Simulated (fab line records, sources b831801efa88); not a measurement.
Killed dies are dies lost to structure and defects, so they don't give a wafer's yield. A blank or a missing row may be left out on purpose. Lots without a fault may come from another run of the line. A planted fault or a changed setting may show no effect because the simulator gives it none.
Tool commonality check | flow gf180mcu | 12 lots, 42 wafers sampled

WHY IT WAS OPENED
At GF_VT_IMPLANT_TW_MEAS_32 the reading VT_IMPLANT_3_TW is flagged on 2 of 12 lots. Wafers without a fault read 270.9, standard deviation 2.3.
Rule: a lot is flagged when every wafer of it that has a number lies more than 4 standard deviations from that mean, or none has a number. The other lots count as sound.

lot  | measured     | on            | VT_IMPLANT_3_TW, wafer by wafer     | flag
L306 | day 7 08:31  | film_metro-04 | 274.2 272.7 274.2                   |
L307 | day 7 16:25  | film_metro-04 | 271.6 274.1 273.7                   |
L309 | day 8 02:34  | film_metro-02 | 268.4 271.5 270.4                   |
L311 | day 8 12:39  | film_metro-04 | 273.7 273.3 275.8                   |
L312 | day 8 18:13  | film_metro-02 | 271.1 271.3 270.2                   |
L314 | day 9 15:40  | film_metro-02 | 268.6 268.5 266.9                   |
L318 | day 10 14:39 | film_metro-02 | 268.8 268.9 269.1                   |
L319 | day 10 20:19 | film_metro-02 | 271.3 270.7 271.3                   |
L320 | day 10 22:20 | film_metro-02 | 269.0 270.0 270.6                   |
L323 | day 11 18:16 | film_metro-02 | 270.6 270.8 271.0                   |
L324 | day 12 02:32 | film_metro-03 | 252.1 254.4 254.4 252.8 253.3 252.9 | FLAGGED
L327 | day 12 23:16 | film_metro-03 | 252.3 253.5 254.3 253.5 254.0 253.7 | FLAGGED
The numbers of the flagged lots are 253.4 on average: -17.5 against the usual, or -8 standard deviations.

WHICH TOOL RAN EACH LOT
The record holds 2 process steps before the reading, out of a route of 602 steps. In each cell: the tool, then ch and the chambers that the sampled wafers went through, then the start.
lot  | flag    | GF_STI_CMP_25                | GF_VT_IMPLANT_IMPLANT_30
L306 |         | cmp-01 ch 0,1,3, day 2 10:35 | implanter-04 ch 0, day 7 08:16
L307 |         | cmp-02 ch 1,2,3, day 2 18:51 | implanter-01 ch 0, day 7 16:11
L309 |         | cmp-02 ch 1,2,3, day 3 02:58 | implanter-04 ch 0, day 8 02:19
L311 |         | cmp-02 ch 0,1,2, day 3 12:10 | implanter-04 ch 0, day 8 12:24
L312 |         | cmp-01 ch 0,1,3, day 3 16:08 | implanter-02 ch 0, day 8 17:59
L314 |         | cmp-01 ch 0,1,3, day 4 08:17 | implanter-02 ch 0, day 9 15:25
L318 |         | cmp-01 ch 0,3, day 5 03:52   | implanter-01 ch 0, day 10 14:24
L319 |         | cmp-01 ch 0,1, day 5 06:50   | implanter-01 ch 0, day 10 20:06
L320 |         | cmp-01 ch 0,1, day 5 09:02   | implanter-01 ch 0, day 10 22:05
L323 |         | cmp-01 ch 0,1,2, day 5 23:35 | implanter-01 ch 0, day 11 18:01
L324 | FLAGGED | cmp-02 ch 2,3, day 6 05:18   | implanter-04 ch 0, day 12 02:17
L327 | FLAGGED | cmp-02 ch 0,1,3, day 6 21:29 | implanter-04 ch 0, day 12 23:01
What these steps do:
- GF_STI_CMP_25: polishes, stops on Si3N4, t overpolish 33 s, target thk 524.6 nm.
- GF_VT_IMPLANT_IMPLANT_30
- GF_VT_IMPLANT_TW_MEAS_32

FLAGGED OVER TOTAL, TOOL BY TOOL (the gauges that took the reading come last)
step                     | tool          | lots run | flagged | share of the flagged lots | sound lots run after its first flagged lot
GF_STI_CMP_25            | cmp-01        | 7        | 0       | none                      | -
GF_STI_CMP_25            | cmp-02        | 5        | 2       | all                       | 0
GF_VT_IMPLANT_IMPLANT_30 | implanter-01  | 5        | 0       | none                      | -
GF_VT_IMPLANT_IMPLANT_30 | implanter-02  | 2        | 0       | none                      | -
GF_VT_IMPLANT_IMPLANT_30 | implanter-04  | 5        | 2       | all                       | 0
GF_VT_IMPLANT_TW_MEAS_32 | film_metro-02 | 7        | 0       | none                      | -
GF_VT_IMPLANT_TW_MEAS_32 | film_metro-03 | 2        | 2       | all                       | 0
GF_VT_IMPLANT_TW_MEAS_32 | film_metro-04 | 3        | 0       | none                      | -

WHAT THE TABLE ALLOWS
3 rows of the table ran every flagged lot: cmp-02 at GF_STI_CMP_25, implanter-04 at GF_VT_IMPLANT_IMPLANT_30, film_metro-03 at GF_VT_IMPLANT_TW_MEAS_32.
- cmp-02 at GF_STI_CMP_25: 2 of its 5 lots flagged. Its last sound lot is L311 (day 3 12:10), its first flagged lot L324 (day 6 05:18): a fault that began between those two fits.
- implanter-04 at GF_VT_IMPLANT_IMPLANT_30: 2 of its 5 lots flagged. Its last sound lot is L311 (day 8 12:24), its first flagged lot L324 (day 12 02:17): a fault that began between those two fits. Its own readings lie more than 4 standard deviations out on every wafer of the flagged lots: dose_ions_cm2, faraday_current_uA.
- film_metro-03 at GF_VT_IMPLANT_TW_MEAS_32: 2 of its 2 lots flagged. It ran no sound lot before its first flagged lot in this sample, so the start can't be narrowed down.
Counting lots can't tell these 3 tools apart, because each fits a fault that began at some hour. More lots, or a look at what each step does to the wafer, might.

WHAT THE SIMULATOR HAD PUT IN
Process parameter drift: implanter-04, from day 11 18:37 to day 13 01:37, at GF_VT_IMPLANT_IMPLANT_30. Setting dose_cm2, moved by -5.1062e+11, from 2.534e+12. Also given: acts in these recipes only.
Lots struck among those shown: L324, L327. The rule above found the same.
